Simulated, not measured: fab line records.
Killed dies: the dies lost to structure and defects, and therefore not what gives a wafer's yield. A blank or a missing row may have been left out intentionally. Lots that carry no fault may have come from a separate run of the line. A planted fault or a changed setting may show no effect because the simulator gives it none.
Which tool was responsible? | flow gf180mcu | 12 lots with 36 wafers sampled at 4 steps, on a route of 602 steps

== WHAT THE GAUGES SHOWED, per wafer ==
GF_V3_BOW_MEAS_05. Usual: V3_BOW typically reads 114 um, with standard deviation 9.6.
lot  | measured     | on            | V3_BOW (um) | flag
L551 | day 21 13:55 | film_metro-01 | 111 128 107 |
L555 | day 23 09:50 | film_metro-02 | 115 109 124 |
L556 | day 23 16:35 | film_metro-03 | 104 105 112 |
L557 | day 23 17:10 | film_metro-01 | 113 110 120 |
L560 | day 24 21:12 | film_metro-01 | 121 119 134 |
L562 | day 25 17:44 | film_metro-02 | 97 98 91    |
L563 | day 26 03:46 | film_metro-01 | 104 116 127 |
L567 | day 27 10:07 | film_metro-01 | 119 111 112 |
L569 | day 27 22:02 | film_metro-02 | 110 115 122 |
L571 | day 28 10:42 | film_metro-02 | 111 115 113 |
L572 | day 28 14:23 | film_metro-01 | 128 119 119 |
L573 | day 28 22:47 | film_metro-02 | 124 116 98  |

GF_V4_THK_MEAS_01. Usual: V4_CVD_00_THK typically reads 600 nm, with standard deviation 6.1.
lot  | measured     | on            | V4_CVD_00_THK (nm)      | flag
L551 | day 23 13:28 | film_metro-04 | 599 593 601             |
L555 | day 25 08:22 | film_metro-03 | 608 603 600             |
L556 | day 25 15:01 | film_metro-04 | 604 604 602             |
L557 | day 25 15:59 | film_metro-02 | 597 596 594             |
L560 | day 26 17:54 | film_metro-03 | 589 600 595             |
L562 | day 27 13:04 | film_metro-03 | 601 596 601             |
L563 | day 27 23:23 | film_metro-03 | 595 593 590             |
L567 | day 29 03:01 | film_metro-02 | 598 901 597 598 901 598 | OFF
L569 | day 29 15:00 | film_metro-03 | 903 606 610 903 606 609 | OFF
L571 | day 30 03:12 | film_metro-04 | 596 906 911 595 906 912 | OFF
L572 | day 30 06:41 | film_metro-03 | 600 586 600             |
L573 | day 30 14:15 | film_metro-03 | 605 594 600             |

== TOOL THAT RAN EACH LOT (tool first, then ch and the chambers of the sampled wafers, then the start) ==
lot  | GF_M3_METAL_ETCH_16               | GF_V4_CVD_00
L551 | rie_metal-01 ch 0,1, day 21 12:41 | hdpcvd-02 ch 1,2, day 23 13:20
L555 | rie_metal-03 ch 0, day 23 08:22   | hdpcvd-02 ch 0,1,2, day 25 08:17
L556 | rie_metal-03 ch 0, day 23 14:43   | hdpcvd-02 ch 0,1, day 25 14:55
L557 | rie_metal-04 ch 0,1, day 23 15:36 | hdpcvd-01 ch 0,1, day 25 15:54
L560 | rie_metal-03 ch 0, day 24 19:50   | hdpcvd-01 ch 1,2, day 26 17:50
L562 | rie_metal-01 ch 0,1, day 25 16:05 | hdpcvd-02 ch 1,2, day 27 12:59
L563 | rie_metal-03 ch 0, day 26 02:25   | hdpcvd-01 ch 0,1,2, day 27 23:17
L567 | rie_metal-01 ch 0,1, day 27 08:51 | hdpcvd-02 ch 0,2, day 29 02:56
L569 | rie_metal-03 ch 0,1, day 27 20:47 | hdpcvd-02 ch 0,1,2, day 29 14:56
L571 | rie_metal-03 ch 0,1, day 28 09:29 | hdpcvd-02 ch 0,1, day 30 03:08
L572 | rie_metal-03 ch 0,1, day 28 13:08 | hdpcvd-01 ch 0,1,2, day 30 06:37
L573 | rie_metal-04 ch 0,1, day 28 21:32 | hdpcvd-01 ch 1,2, day 30 14:11
- GF_M3_METAL_ETCH_16: etches the open film in Cl2/BCl3, stops on SiO2, target depth 627.5 nm, time 104.6 s.
- GF_V4_CVD_00: deposits SiO2, target thk 600 nm, time 100 s.

== AS READ BY THE TOOLS THEMSELVES (means over the sampled wafers that have a number; for cases with no such wafer, the mark the record gives instead) ==
GF_M3_METAL_ETCH_16. Usual: drypump_motor_current_A 5.46 A, standard deviation 0.28; oes_product_au 0.973 a.u., standard deviation 0.0065; throttle_valve_pct 28.248 %, standard deviation 0.012.
lot  | tool         | drypump_motor_current_A (A) | oes_product_au (a.u.) | throttle_valve_pct (%) | flag
L551 | rie_metal-01 | 5.74                        | 0.973                 | 28.249                 |
L555 | rie_metal-03 | 5.34                        | 0.980                 | 28.240                 |
L556 | rie_metal-03 | 5.37                        | 0.973                 | 28.262                 |
L557 | rie_metal-04 | 5.27                        | 0.968                 | 28.253                 |
L560 | rie_metal-03 | 5.35                        | 0.973                 | 28.249                 |
L562 | rie_metal-01 | 5.74                        | 0.972                 | 28.247                 |
L563 | rie_metal-03 | 5.35                        | 0.967                 | 28.246                 |
L567 | rie_metal-01 | 5.77                        | 0.977                 | 28.237                 |
L569 | rie_metal-03 | 5.27                        | 0.974                 | 28.236                 |
L571 | rie_metal-03 | 5.28                        | 0.975                 | 28.251                 |
L572 | rie_metal-03 | 5.20                        | 0.963                 | 28.262                 |
L573 | rie_metal-04 | 5.52                        | 0.967                 | 28.254                 |

GF_V4_CVD_00. Usual: 60.01 sccm for sih4_flow_sccm, sd 0.2.
lot  | tool      | sih4_flow_sccm (sccm) | flag
L551 | hdpcvd-02 | 59.89                 |
L555 | hdpcvd-02 | 60.13                 |
L556 | hdpcvd-02 | 60.13                 |
L557 | hdpcvd-01 | 60.02                 |
L560 | hdpcvd-01 | 60.15                 |
L562 | hdpcvd-02 | 60.02                 |
L563 | hdpcvd-01 | 60.18                 |
L567 | hdpcvd-02 | 70.16                 | OFF
L569 | hdpcvd-02 | 70.00                 | OFF
L571 | hdpcvd-02 | 79.92                 | OFF
L572 | hdpcvd-01 | 59.75                 |
L573 | hdpcvd-01 | 60.01                 |

== THE ANSWER, worked out from the rows above alone ==
Rule: a lot counts as off when the mean over its wafers that have a number is more than 3 standard deviations away from the usual mean. A lot without any number at a reading at which 4 lots or more have one is off too. The other lots that the step has rows for count as sound. After the gauges, taken in route order, come the tools' own readings; for these a lot's mean is taken, as printed above. The first step at which some lot is off is used, and at that step the reading that is off furthest; a lot without a number counts as furthest.
Off: L567, L569, L571, seen at GF_V4_THK_MEAS_01 (V4_CVD_00_THK).
A tool fits if, at a process step before that reading, it ran every lot that is off, and no sound lot after the first of them. The gauges at GF_V4_THK_MEAS_01 aren't tried: what is off there is off at GF_V4_CVD_00 too, on other tools, and a gauge's error can't cause that. One fits: hdpcvd-02 at GF_V4_CVD_00. Its last sound lot is L562 (day 27 12:59), its first lot that is off L567 (day 29 02:56): a fault that began between those two fits.
The tool's own readings at GF_V4_CVD_00 bear it out: on the lots that are off they differ by more than 5 times the standard deviation of the sound lots' means. sih4_flow_sccm reads 73.36 sccm there against 60.03 sccm on the sound lots.

== WHAT THE SIMULATOR PUT IN ==
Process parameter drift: hdpcvd-02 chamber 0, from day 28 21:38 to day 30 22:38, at GF_V4_CVD_00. Setting sih4_flow_sccm shifted by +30 from 60. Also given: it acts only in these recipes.
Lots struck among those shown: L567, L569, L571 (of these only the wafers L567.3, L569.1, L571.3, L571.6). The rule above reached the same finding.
